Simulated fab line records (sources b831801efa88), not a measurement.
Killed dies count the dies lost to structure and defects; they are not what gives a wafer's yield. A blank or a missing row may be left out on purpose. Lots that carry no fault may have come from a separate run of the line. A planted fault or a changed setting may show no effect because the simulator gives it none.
Which tool is to blame? :: flow sky130 :: 11 lots (32 wafers sampled), 1 step of a 708-step route

## WHAT THE GAUGES SHOWED, per wafer
SKY_FIELD_ISO_THK_MEAS_04.
lot: L945
measured: day 1 13:37
on: film_metro-04
FIELD_ISO_CVD_03_THK (nm): 165.3 163.7 163.8

lot: L946
measured: day 1 19:25
on: film_metro-04
FIELD_ISO_CVD_03_THK (nm): 162.7 164.2 165.0

lot: L948
measured: day 2 05:35
on: film_metro-02
FIELD_ISO_CVD_03_THK (nm): 163.9 165.5 165.9

lot: L954
measured: day 3 10:35
on: film_metro-02
FIELD_ISO_CVD_03_THK (nm): 165.3 165.2

lot: L957
measured: day 4 02:23
on: film_metro-03
FIELD_ISO_CVD_03_THK (nm): 165.1 164.4 164.4

lot: L961
measured: day 4 22:17
on: film_metro-03
FIELD_ISO_CVD_03_THK (nm): 165.3 164.1 164.4

lot: L964
measured: day 5 12:30
on: film_metro-03
FIELD_ISO_CVD_03_THK (nm): 164.2 163.3 163.8

lot: L965
measured: day 5 17:54
on: film_metro-03
FIELD_ISO_CVD_03_THK (nm): 165.7 167.4 166.1

lot: L966
measured: day 6 00:40
on: film_metro-04
FIELD_ISO_CVD_03_THK (nm): 165.9 166.1 165.7

lot: L967
measured: day 6 04:26
on: film_metro-03
FIELD_ISO_CVD_03_THK (nm): 163.9 163.0 164.7

lot: L968
measured: day 6 09:58
on: film_metro-02
FIELD_ISO_CVD_03_THK (nm): 163.4 161.8 163.8

## TOOL THAT RAN EACH LOT (tool first, then ch and the chambers of the sampled wafers, then the start)
Record: no process step prior to these readings.

## AS READ BY THE TOOLS THEMSELVES (means over the sampled wafers that have a number; for cases with no such wafer, the mark the record gives instead)
The record holds no such reading with a usual standard deviation.

## THE ANSWER, worked out from the rows above alone
Rule: the lots themselves supply what counts as usual. The widest of any qualifying gaps counts: lots, ordered by their means at a reading, are off when they make up no more than a third of the lots, leave a main group of 4 or more, and stand apart from it by 3 or more times the standard deviation of that group's means. A main group is skipped when, at the precision printed for the reading in the tables above, its means are all equal. Also off: a lot with no number at a reading for which 4 or more lots have one. Any other lot the step has rows for is counted as sound. Order of review: gauges by route order, followed by the tools' own readings, for which a lot's mean as printed above is used. The first step at which some lot is off is used, and at that step the reading that is off furthest; a lot without a number counts as furthest.
No lot is off on any of the readings shown, so nothing can be concluded from this.

## WHAT HAD BEEN PUT IN BY THE SIMULATOR
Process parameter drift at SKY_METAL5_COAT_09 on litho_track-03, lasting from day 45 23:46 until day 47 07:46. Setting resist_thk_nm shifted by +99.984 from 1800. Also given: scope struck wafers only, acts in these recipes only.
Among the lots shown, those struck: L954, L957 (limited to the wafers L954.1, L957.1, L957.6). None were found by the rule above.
